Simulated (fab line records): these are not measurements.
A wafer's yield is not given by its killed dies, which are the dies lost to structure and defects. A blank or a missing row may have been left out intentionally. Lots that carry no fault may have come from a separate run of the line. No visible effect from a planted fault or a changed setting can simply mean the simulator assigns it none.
Which tool was responsible? -- flow sky130 -- Sampling: 10 lots, 30 wafers, 6 of 708 route steps

== WHAT THE GAUGES READ, wafer by wafer ==
SKY_GATE_OXIDE_TW_MEAS_14.
lot,measured,on,GATE_OXIDE_TW
L577,day 14 19:20,film-metro-03,229.0 227.6 228.6
L579,day 15 14:11,film-metro-04,229.5 228.3 227.9
L581,day 16 00:05,film-metro-04,227.2 227.9 228.0
L585,day 18 14:05,film-metro-01,231.2 230.3 231.4
L592,day 19 01:40,film-metro-03,227.4 228.3 227.3
L593,day 19 13:02,film-metro-04,227.9 229.8 228.4
L595,day 20 11:53,film-metro-04,229.5 228.3 229.3
L596,day 20 13:44,film-metro-04,230.2 227.6 229.6
L597,day 20 19:00,film-metro-03,227.9 227.3 227.4
L599,day 21 11:15,film-metro-04,228.5 227.3 226.5

SKY_LDD_HVN_TW_MEAS_10.
lot,measured,on,LDD_HVN_TW
L577,day 21 09:45,film-metro-04,1453 1445 1444
L579,day 22 04:59,film-metro-02,1438 1435 1429
L581,day 22 19:55,film-metro-02,30 30 30 30 30 30
L585,day 25 08:09,film-metro-04,1472 1473 1467
L592,day 25 19:29,film-metro-04,1466 1463 1465
L593,day 26 01:51,film-metro-04,1456 1453 1453
L595,day 27 01:35,film-metro-02,1434 1439 1439
L596,day 27 04:35,film-metro-02,1440 1430 1441
L597,day 27 06:59,film-metro-03,1460 1454 1458
L599,day 28 02:16,film-metro-02,1434 1436 1433

== WHICH TOOL RAN EACH LOT (tool, then ch and the chambers of the sampled wafers, then the start) ==
lot,SKY_GATE_OXIDE_STRIP_13,SKY_POLY_GATE_ETCH_16,SKY_LDD_P_STRIP_10,SKY_LDD_HVN_STRIP_09
L577,"plasma-asher-04 ch 0,1, day 14 19:14","rie-diel-02 ch 0,2, day 17 10:56","plasma-asher-03 ch 0,1, day 20 02:35","plasma-asher-02 ch 1, day 21 09:38"
L579,"plasma-asher-01 ch 0,1, day 15 14:05","rie-diel-02 ch 1,2, day 18 04:14","plasma-asher-03 ch 0,1, day 20 22:32","plasma-asher-04 ch 0,1, day 22 04:53"
L581,"plasma-asher-03 ch 0,1, day 15 23:59","rie-diel-02 ch 1,2, day 18 19:44","plasma-asher-03 ch 0,1, day 21 13:50","plasma-asher-04 ch 0,1, day 22 19:49"
L585,"plasma-asher-04 ch 0,1, day 18 14:00","rie-diel-04 ch 0,3, day 21 10:28","plasma-asher-01 ch 0,1, day 24 02:07","plasma-asher-01 ch 0,1, day 25 08:04"
L592,"plasma-asher-04 ch 0,1, day 19 01:34","rie-diel-02 ch 0,1,2, day 21 21:50","plasma-asher-01 ch 0,1, day 24 13:50","plasma-asher-02 ch 0,1, day 25 19:23"
L593,"plasma-asher-03 ch 0,1, day 19 12:56","rie-diel-01 ch 0,2,3, day 22 06:10","plasma-asher-03 ch 0,1, day 24 20:56","plasma-asher-01 ch 0,1, day 26 01:44"
L595,"plasma-asher-03 ch 0,1, day 20 11:47","rie-diel-04 ch 1,2, day 23 06:53","plasma-asher-01 ch 0,1, day 25 20:32","plasma-asher-04 ch 0,1, day 27 01:29"
L596,"plasma-asher-03 ch 0,1, day 20 13:37","rie-diel-02 ch 2,3, day 23 09:52","plasma-asher-04 ch 0,1, day 25 23:53","plasma-asher-04 ch 0,1, day 27 04:29"
L597,"plasma-asher-04 ch 0,1, day 20 18:55","rie-diel-04 ch 0,2, day 23 11:44","plasma-asher-04 ch 0,1, day 26 02:07","plasma-asher-02 ch 0,1, day 27 06:53"
L599,"plasma-asher-01 ch 0,1, day 21 11:09","rie-diel-04 ch 1,2, day 24 06:47","plasma-asher-01 ch 0,1, day 26 21:53","plasma-asher-04 ch 0,1, day 28 02:10"
- SKY_GATE_OXIDE_STRIP_13: strips in O2/N2.
- SKY_POLY_GATE_ETCH_16: etches Si3N4 in CH3F/O2, stops on poly-Si, time 147.5 s, target depth 75 nm.
- SKY_LDD_P_STRIP_10: strips in O2/N2.
- SKY_LDD_HVN_STRIP_09: strips in O2/N2.

== WHAT THE TOOLS THEMSELVES READ (means of the sampled wafers that have a number; where no wafer has one, the mark that the record gives instead) ==
SKY_GATE_OXIDE_STRIP_13.
lot,tool,drypump-motor-current-A (A),oes-product-au (a.u.),strip-time-to-endpoint-s (s)
L577,plasma-asher-04,5.95,0.716,14.11
L579,plasma-asher-01,5.93,0.716,14.21
L581,plasma-asher-03,5.81,0.714,14.19
L585,plasma-asher-04,5.75,0.714,14.21
L592,plasma-asher-04,5.74,0.718,14.15
L593,plasma-asher-03,5.95,0.712,14.20
L595,plasma-asher-03,5.82,0.713,14.16
L596,plasma-asher-03,5.81,0.712,14.24
L597,plasma-asher-04,5.76,0.716,14.11
L599,plasma-asher-01,5.76,0.715,14.24

SKY_POLY_GATE_ETCH_16.
lot,tool,drypump-motor-current-A (A),oes-product-au (a.u.),rf-fwd-power-W (W),throttle-valve-pct (%)
L577,rie-diel-02,6.0,0.633,398.8,10.538
L579,rie-diel-02,5.7,0.639,399.0,10.539
L581,rie-diel-02,5.7,0.644,400.5,10.531
L585,rie-diel-04,5.7,0.642,398.6,10.538
L592,rie-diel-02,5.8,0.641,397.9,10.536
L593,rie-diel-01,5.9,0.638,397.1,10.537
L595,rie-diel-04,6.2,0.639,398.3,10.541
L596,rie-diel-02,6.0,0.638,398.0,10.530
L597,rie-diel-04,5.2,0.637,398.1,10.549
L599,rie-diel-04,6.2,0.639,399.1,10.529

SKY_LDD_P_STRIP_10.
lot,tool,drypump-motor-current-A (A),oes-product-au (a.u.),strip-time-to-endpoint-s (s)
L577,plasma-asher-03,5.78,0.715,14.22
L579,plasma-asher-03,5.98,0.716,14.12
L581,plasma-asher-03,5.93,0.931,-
L585,plasma-asher-01,5.88,0.712,14.13
L592,plasma-asher-01,5.90,0.716,14.28
L593,plasma-asher-03,5.93,0.715,14.26
L595,plasma-asher-01,5.78,0.714,14.22
L596,plasma-asher-04,5.98,0.717,14.18
L597,plasma-asher-04,5.74,0.715,14.13
L599,plasma-asher-01,5.77,0.719,14.16

SKY_LDD_HVN_STRIP_09.
lot,tool,drypump-motor-current-A (A),oes-product-au (a.u.),strip-time-to-endpoint-s (s)
L577,plasma-asher-02,4.7,0.413,4.196
L579,plasma-asher-04,5.8,0.410,4.192
L581,plasma-asher-04,6.0,0.710,11.414
L585,plasma-asher-01,5.9,0.411,4.190
L592,plasma-asher-02,4.9,0.411,4.185
L593,plasma-asher-01,5.9,0.408,4.183
L595,plasma-asher-04,6.0,0.403,4.196
L596,plasma-asher-04,5.7,0.414,4.179
L597,plasma-asher-02,5.1,0.412,4.201
L599,plasma-asher-04,5.7,0.412,4.196

== THE ANSWER, worked out from the rows above alone ==
Rule: the lots themselves supply what counts as usual. The widest of any qualifying gaps counts: lots, ordered by their means at a reading, are off when they make up no more than a third of the lots, leave a main group of 4 or more, and stand apart from it by 3 or more times the standard deviation of that group's means. If all means in a main group match to the digits the tables above print for the reading, that group is not used. Also off: a lot with no number at a reading for which 4 or more lots have one. All remaining lots with rows at the step are treated as sound. The gauges are gone through in route order, then the tools' own readings, and for those a lot's mean is taken as printed above. At the first step where some lot is off, the reading lying furthest off is the one used; lots without a number count as furthest.
Off: L581, seen at SKY_LDD_HVN_TW_MEAS_10 (LDD_HVN_TW). For the main group the mean is 1449 and the standard deviation 13.
A tool fits if, at a process step before that reading, it ran every lot that is off, and no sound lot after the first of them. The gauges at SKY_LDD_HVN_TW_MEAS_10 aren't tried: what is off there is off at SKY_LDD_P_STRIP_10 too, on other tools, and a gauge's error can't cause that. Of those tried, none fits.

== WHAT HAD BEEN PUT IN BY THE SIMULATOR ==
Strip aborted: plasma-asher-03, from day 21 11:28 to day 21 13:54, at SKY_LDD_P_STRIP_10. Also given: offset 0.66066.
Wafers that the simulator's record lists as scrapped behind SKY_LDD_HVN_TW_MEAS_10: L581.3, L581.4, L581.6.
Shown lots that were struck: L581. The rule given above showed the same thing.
